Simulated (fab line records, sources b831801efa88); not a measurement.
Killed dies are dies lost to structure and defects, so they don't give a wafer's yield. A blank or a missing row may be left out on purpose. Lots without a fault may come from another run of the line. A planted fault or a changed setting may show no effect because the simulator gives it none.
Which tool did it? | flow gf180mcu | 10 lots, 30 wafers sampled, at 6 steps of a route of 602

WHAT THE GAUGES READ, wafer by wafer
GF_V4_CD_MEAS_14: target cd 260 nm.
lot  | measured     | on        | cd_nm (nm)
L161 | day 25 03:57 | cd_sem-02 | 258.5 258.9 258.3
L163 | day 25 07:20 | cd_sem-02 | 259.0 260.0 258.6
L164 | day 26 04:53 | cd_sem-01 | 262.3 261.2 260.8
L166 | day 26 16:10 | cd_sem-02 | 261.5 261.9 261.3
L167 | day 26 21:42 | cd_sem-01 | 258.1 258.7 257.0
L170 | day 27 18:46 | cd_sem-01 | 261.1 259.9 258.9
L171 | day 28 05:37 | cd_sem-01 | 259.8 259.3 259.2
L174 | day 29 02:57 | cd_sem-02 | 258.7 259.4 260.2
L181 | day 30 23:22 | cd_sem-02 | 258.5 259.4 257.9
L182 | day 31 04:30 | cd_sem-02 | 258.6 258.6 260.0

GF_MIM_RS_MEAS_10: measures by four-point-probe.
lot  | measured     | on            | MIM_ALCU_RS (ohm/sq)
L161 | day 25 05:53 | film_metro-04 | 0.1599 0.1612 0.1589
L163 | day 25 09:16 | film_metro-04 | 0.1575 0.1564 0.1587
L164 | day 26 06:51 | film_metro-03 | 0.1629 0.1606 0.1610
L166 | day 26 18:06 | film_metro-04 | 0.1610 0.1634 0.1613
L167 | day 26 23:38 | film_metro-03 | 0.1589 0.1569 0.1583
L170 | day 27 20:41 | film_metro-01 | 0.1579 0.1588 0.1604
L171 | day 28 07:33 | film_metro-01 | 0.1615 0.1626 0.1610
L174 | day 29 04:55 | film_metro-04 | 0.1583 0.1569 0.1590
L181 | day 31 01:19 | film_metro-04 | 0.2080 0.2075 0.2048
L182 | day 31 06:26 | film_metro-01 | 0.2083 0.2082 0.2093

GF_MIM_THK_MEAS_11: measures by xrf.
lot  | measured     | on            | MIM_ALCU_THK (nm)
L161 | day 25 06:00 | film_metro-04 | 203.7 203.8 204.6
L163 | day 25 09:22 | film_metro-04 | 207.3 208.8 205.2
L164 | day 26 06:57 | film_metro-03 | 198.7 202.0 202.0
L166 | day 26 18:13 | film_metro-04 | 201.1 200.2 201.6
L167 | day 26 23:45 | film_metro-03 | 203.8 205.9 204.7
L170 | day 27 20:47 | film_metro-01 | 207.0 205.2 203.5
L171 | day 28 07:39 | film_metro-01 | 204.1 202.3 205.1
L174 | day 29 05:02 | film_metro-04 | 208.0 209.0 206.2
L181 | day 31 01:26 | film_metro-04 | 158.2 158.9 160.9
L182 | day 31 06:33 | film_metro-01 | 160.2 159.3 158.9

WHICH TOOL RAN EACH LOT (tool, then ch and the chambers of the sampled wafers, then the start)
lot  | GF_V4_ETCH_16                      | GF_V4_CMP_26                  | GF_MIM_SPUTTER_08
L161 | rie_diel-04 ch 0,1,2, day 25 04:07 | cmp-01 ch 0,1,2, day 25 05:10 | pvd_sputter-02, day 25 05:49
L163 | rie_diel-04 ch 0,1,3, day 25 07:25 | cmp-01 ch 0,3, day 25 08:30   | pvd_sputter-02, day 25 09:10
L164 | rie_diel-01 ch 1,2,3, day 26 05:01 | cmp-01 ch 1,2, day 26 06:05   | pvd_sputter-01, day 26 06:45
L166 | rie_diel-01 ch 0,2,3, day 26 16:19 | cmp-01 ch 2,3, day 26 17:26   | pvd_sputter-04, day 26 18:03
L167 | rie_diel-02 ch 0,1, day 26 21:52   | cmp-01 ch 1,2, day 26 22:55   | pvd_sputter-01, day 26 23:34
L170 | rie_diel-04 ch 1,2, day 27 18:53   | cmp-02 ch 1,2, day 27 19:59   | pvd_sputter-02, day 27 20:35
L171 | rie_diel-02 ch 0,1,2, day 28 05:44 | cmp-01 ch 0,1,2, day 28 06:56 | pvd_sputter-04, day 28 07:27
L174 | rie_diel-02 ch 0,3, day 29 03:07   | cmp-01 ch 1,3, day 29 04:14   | pvd_sputter-01, day 29 04:51
L181 | rie_diel-04 ch 1,2,3, day 30 23:31 | cmp-01 ch 0,2,3, day 31 00:39 | pvd_sputter-02, day 31 01:16
L182 | rie_diel-01 ch 0,2,3, day 31 04:40 | cmp-02 ch 0,1, day 31 05:43   | pvd_sputter-02, day 31 06:23
- GF_V4_ETCH_16: etches BARC in N2/H2.
- GF_V4_CMP_26: polishes, stops on SiO2, t overpolish 15 s, target thk 0 nm.
- GF_MIM_SPUTTER_08: material AlCu, target thk 200 nm, time 10.6 s.

WHAT THE TOOLS THEMSELVES READ (means of the sampled wafers that have a number; where no wafer has one, the mark that the record gives instead)
GF_V4_ETCH_16.
lot  | tool        | chamber_pressure_mTorr (mTorr) | drypump_motor_current_A (A) | oes_product_au (a.u.) | throttle_valve_pct (%)
L161 | rie_diel-04 | 29.994                         | 6.1                         | 0.854                 | 13.215
L163 | rie_diel-04 | 29.999                         | 6.1                         | 0.850                 | 13.224
L164 | rie_diel-01 | 29.983                         | 5.8                         | 0.854                 | 13.225
L166 | rie_diel-01 | 29.971                         | 6.0                         | 0.862                 | 13.230
L167 | rie_diel-02 | 29.986                         | 6.0                         | 0.855                 | 13.222
L170 | rie_diel-04 | 30.025                         | 6.2                         | 0.855                 | 13.224
L171 | rie_diel-02 | 30.033                         | 5.9                         | 0.854                 | 13.222
L174 | rie_diel-02 | 29.984                         | 6.0                         | 0.855                 | 13.224
L181 | rie_diel-04 | 30.001                         | 6.3                         | 0.850                 | 13.221
L182 | rie_diel-01 | 29.988                         | 6.0                         | 0.851                 | 13.219

GF_V4_CMP_26.
lot  | tool   | head_pressure_psi (psi) | motor_current_A (A) | overpolish_run_s (s) | slurry_filter_dp_kPa (kPa) | time_to_endpoint_s (s)
L161 | cmp-01 | 3.501                   | 10.6                | 15.000               | 13.58                      | 85
L163 | cmp-01 | 3.499                   | 10.4                | 15.016               | 13.62                      | 90
L164 | cmp-01 | 3.500                   | 10.4                | 15.008               | 13.50                      | 84
L166 | cmp-01 | 3.499                   | 9.8                 | 15.000               | 13.58                      | 86
L167 | cmp-01 | 3.498                   | 9.9                 | 14.998               | 13.52                      | 86
L170 | cmp-02 | 3.507                   | 11.4                | 15.000               | 13.38                      | 88
L171 | cmp-01 | 3.504                   | 10.3                | 14.993               | 13.54                      | 86
L174 | cmp-01 | 3.502                   | 10.5                | 15.005               | 13.43                      | 81
L181 | cmp-01 | 3.502                   | 10.1                | 14.996               | 13.65                      | 90
L182 | cmp-02 | 3.503                   | 12.2                | 14.998               | 13.69                      | 89

GF_MIM_SPUTTER_08.
lot  | tool           | throttle_valve_pct (%)
L161 | pvd_sputter-02 | 29.3
L163 | pvd_sputter-02 | 30.0
L164 | pvd_sputter-01 | 29.2
L166 | pvd_sputter-04 | 30.1
L167 | pvd_sputter-01 | 29.3
L170 | pvd_sputter-02 | 29.2
L171 | pvd_sputter-04 | 30.2
L174 | pvd_sputter-01 | 29.3
L181 | pvd_sputter-02 | 29.2
L182 | pvd_sputter-02 | 29.6

THE ANSWER, worked out from the rows above alone
Rule: what is usual is taken from the lots themselves. Put in order of their means at a reading, lots are off if they are a third of the lots or fewer, leave a main group of 4 or more, and stand apart from it by a gap of 3 or more times the standard deviation of the main group's means; of several such gaps the widest counts. A main group whose means are all the same, to the digits that the tables above print for the reading, isn't used. A lot without any number at a reading at which 4 lots or more have one is off too. The other lots that the step has rows for count as sound. The gauges are gone through in route order, then the tools' own readings, and for those a lot's mean is taken as printed above. The first step at which some lot is off is used, and at that step the reading that is off furthest; a lot without a number counts as furthest.
Off: L181, L182, at GF_MIM_RS_MEAS_10 (MIM_ALCU_RS). The main group: mean 0.1597 ohm/sq, standard deviation 0.0017.
A tool fits if, at a process step before that reading, it ran every lot that is off, and no sound lot after the first of them. The gauges at GF_MIM_RS_MEAS_10 are tried like those tools. One fits: pvd_sputter-02 at GF_MIM_SPUTTER_08. Its last sound lot is L170 (day 27 20:35), its first lot that is off L181 (day 31 01:16): a fault that began between those two fits.

WHAT THE SIMULATOR HAD PUT IN
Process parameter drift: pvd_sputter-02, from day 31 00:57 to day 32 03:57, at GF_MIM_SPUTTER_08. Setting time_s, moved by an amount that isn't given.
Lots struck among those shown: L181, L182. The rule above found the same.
